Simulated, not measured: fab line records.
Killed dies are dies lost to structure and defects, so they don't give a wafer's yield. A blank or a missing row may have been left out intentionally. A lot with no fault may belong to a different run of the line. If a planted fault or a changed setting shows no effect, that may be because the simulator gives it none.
Struck lot and sound lot, side by side    flow sky130    31 out of 708 route steps
Sound: these wafers, L909.2, L909.3, L909.6. Struck: wafer L910.5 (L910.4, L910.6, from the same lot, were not struck and are left out); the cause is given at the end.
Each step with rows lists, per side, the tool, then ch with its chambers, then its first start. Under that, the readings that differ: sound wafers    struck wafers    difference of the means    sigmas: that difference in standard deviations of wafers without a fault.
alike: words and numbers the same on both sides, and readings whose means are apart by under 2 such deviations; not compared: readings that were withheld, readings missing a value for some wafer, numbers with overlapping values and no deviation given by the record, and bounds like >300 which may hide the same value.
The two part at a step that has a row with sigmas, a row that says differs or no value, or rows on one side only. Numbers that don't overlap but have no deviation are shown without sigmas and don't part them. Lack of a reading on every wafer of one side parts them only where that side has two or more wafers.

SKY_LI_CONTACT_OVL_MEAS_13:
  sound: overlay-02 at day 34 00:04; struck: overlay-01 at day 34 15:25
  alike: LI_CONTACT_OVL
then, 1 step without rows for these wafers: SKY_LI_CONTACT_ETCH_14 (etches BARC in N2/H2, stops on SiO2, time 45.9 s, target depth 60 nm).
SKY_LI_CONTACT_ETCH_15: etches PSG in C4F8/O2/Ar, stops on Si, target depth 600 nm.
  sound on rie_diel-02 ch 0,3, day 34 00:08; struck on rie_diel-02 ch 0, day 34 15:32
  alike: oes_product_au
then, 3 steps without rows for these wafers: SKY_LI_CONTACT_STRIP_16 (strips in O2/N2); SKY_LI_CONTACT_CLEAN_17 (cleans in NMP, time 600 s); SKY_LI_CONTACT_PRE_CLEAN_18 (time 5.6 s).
SKY_LI_CONTACT_SPUTTER_19: material Ti, target thk 20 nm, time 106.37 s.
  sound: pvd_sputter-01 at day 34 00:31; struck: pvd_sputter-01 at day 34 15:52
  alike: throttle_valve_pct
then, 1 step without rows for these wafers: SKY_LI_CONTACT_SPUTTER_20 (material TiN, target thk 20 nm, time 80 s).
SKY_LI_CONTACT_CVD_21: deposits W, target thk 400 nm, time 120.56 s.
  sound on cvd_w-02 ch 0, day 34 00:39; struck on cvd_w-02 ch 0, day 34 16:02
  alike: heater_power_w
SKY_LI_CONTACT_RS_MEAS_22: measurement is done with a four-point probe.
  sound: film_metro-01 at day 34 00:48; struck: film_metro-01 at day 34 16:11
  alike: LI_CONTACT_W_RS
SKY_LI_CONTACT_THK_MEAS_23: measures by xrf.
  sound: film_metro-01 at day 34 00:55; struck: film_metro-01 at day 34 16:17
  alike: LI_CONTACT_W_THK
then, 1 step without rows for these wafers: SKY_LI_CONTACT_CMP_24 (polishes, stops on PSG, t overpolish 20 s, target thk 0 nm).
SKY_LOCAL_INTERCONNECT_SPUTTER_00: material TiN, target thk 100 nm, time 83.3 s.
  sound: pvd_sputter-03 at day 34 01:16; struck: pvd_sputter-02 at day 34 16:51
reading                                                 sound              struck  difference  sigmas
model.TiN_of_LOCAL_INTERCONNECT_SPUTTER_00.thk_nm (nm)  99.34 101.3 100.1  107.4   +7.2        
  alike: throttle_valve_pct
SKY_LOCAL_INTERCONNECT_RS_MEAS_01: measurement is done with a four-point probe.
  sound: film_metro-02 at day 34 01:20; struck: film_metro-02 at day 34 16:58
reading                             sound              struck  difference  sigmas
LOCAL_INTERCONNECT_TIN_RS (ohm/sq)  14.24 13.93 14.09  13.11   -0.98       -8
SKY_LOCAL_INTERCONNECT_THK_MEAS_02: measures by xrf.
  sound: film_metro-02 at day 34 01:27; struck: film_metro-02 at day 34 17:04
reading                          sound           struck  difference  sigmas
LOCAL_INTERCONNECT_TIN_THK (nm)  97.4 99.0 97.9  105.3   +7.2        +8
then, 8 steps without rows for these wafers: SKY_LOCAL_INTERCONNECT_DEHYDRATE_03 (time 60 s); SKY_LOCAL_INTERCONNECT_HMDS_04 (prime time 60 s); SKY_LOCAL_INTERCONNECT_COAT_05 (resist thk 60 nm); SKY_LOCAL_INTERCONNECT_COAT_06 (resist thk 450 nm); SKY_LOCAL_INTERCONNECT_SOFTBAKE_07 (time 90 s); SKY_LOCAL_INTERCONNECT_EXPOSE_08 (exposes mask LI1M, target cd 170 nm); SKY_LOCAL_INTERCONNECT_PEB_09; SKY_LOCAL_INTERCONNECT_DEVELOP_10 (develop time 60 s).
SKY_LOCAL_INTERCONNECT_CD_MEAS_11: the cd target is 170 nm.
  sound: cd_sem-01 at day 35 02:02; struck: cd_sem-01 at day 35 18:27
  alike: cd_nm
SKY_LOCAL_INTERCONNECT_OVL_MEAS_12:
  sound: overlay-02 at day 35 02:08; struck: overlay-01 at day 35 18:31
  alike: LOCAL_INTERCONNECT_OVL
SKY_LOCAL_INTERCONNECT_ETCH_13: etches BARC in N2/H2, stops on SiO2, time 45.9 s, target depth 60 nm.
  sound on rie_metal-02 ch 1, day 35 02:11; struck on rie_metal-04 ch 0, day 35 18:34
  alike: drypump_motor_current_A, n2_flow_sccm, oes_product_au, throttle_valve_pct
  not compared: rf_hours_counter_h
SKY_LOCAL_INTERCONNECT_METAL_ETCH_14: etches TiN in Cl2/BCl3, stops on PSG, target depth 110 nm, time 31.4 s.
  sound on rie_metal-02 ch 1, day 35 02:19; struck on rie_metal-04 ch 0, day 35 18:37
reading                 sound                 struck  difference  sigmas
oes_product_au (a.u.)   0.939 0.946 0.942     0.977   +0.035      +5
throttle_valve_pct (%)  21.919 21.901 21.895  21.881  -0.024      -3
  alike: drypump_motor_current_A, mfc_cl2_sccm
  not compared: rf_hours_counter_h
SKY_LOCAL_INTERCONNECT_STRIP_15: strips in O2/N2.
  sound on plasma_asher-02 ch 0,1, day 35 02:23; struck on plasma_asher-04 ch 0, day 35 18:41
reading                       sound              struck  difference  sigmas
strip_time_to_endpoint_s (s)  4.717 4.727 4.698  4.763   +0.049      +2
  alike: drypump_motor_current_A, n2_flow_sccm, o2_flow_sccm, oes_product_au
  not compared: rf_hours_counter_h
SKY_LOCAL_INTERCONNECT_STRIP_16: strips in post etch residue remover, time 1200 s.
  sound on wet_bench-03 ch 0, day 35 02:29; struck on wet_bench-01 ch 1, day 35 18:46
reading                                                 sound              struck  difference  sigmas
model.TiN_of_LOCAL_INTERCONNECT_SPUTTER_00.thk_nm (nm)  98.92 100.9 99.66  107     +7          
then, 1 step without rows for these wafers: SKY_LOCAL_INTERCONNECT_CLEAN_17 (cleans in IPA, time 180 s).
-- the record jumps here: 14 days lie between the struck wafers' starts before and after (it left off in module LOCAL_INTERCONNECT and takes up again in module PAD_OPEN, whose first step shown is number 708 of the route) --
SKY_PAD_OPEN_PROBE_99:
  sound: prober-01 at day 49 05:40; struck: prober-01 at day 49 17:53
reading                         sound              struck  difference  sigmas
killed_on_rim                   16 22 18           10      -9          -2
model.etest.res_li.line_ohm_um  75.94 74.85 74.99  70.7    -4.6        
model.etest.res_li.rs_ohm_sq    12.9 12.66 12.81   11.88   -0.91       
  alike: killed_at_M0_to_M3, killed_at_M4_up, killed_at_contacts, killed_at_front_end, killed_at_other, killed_dies, killed_open, killed_short

## WHERE THEY PART
First at SKY_LOCAL_INTERCONNECT_RS_MEAS_01; last, within this record, at SKY_PAD_OPEN_PROBE_99.

WHY: what had been put in by the simulator
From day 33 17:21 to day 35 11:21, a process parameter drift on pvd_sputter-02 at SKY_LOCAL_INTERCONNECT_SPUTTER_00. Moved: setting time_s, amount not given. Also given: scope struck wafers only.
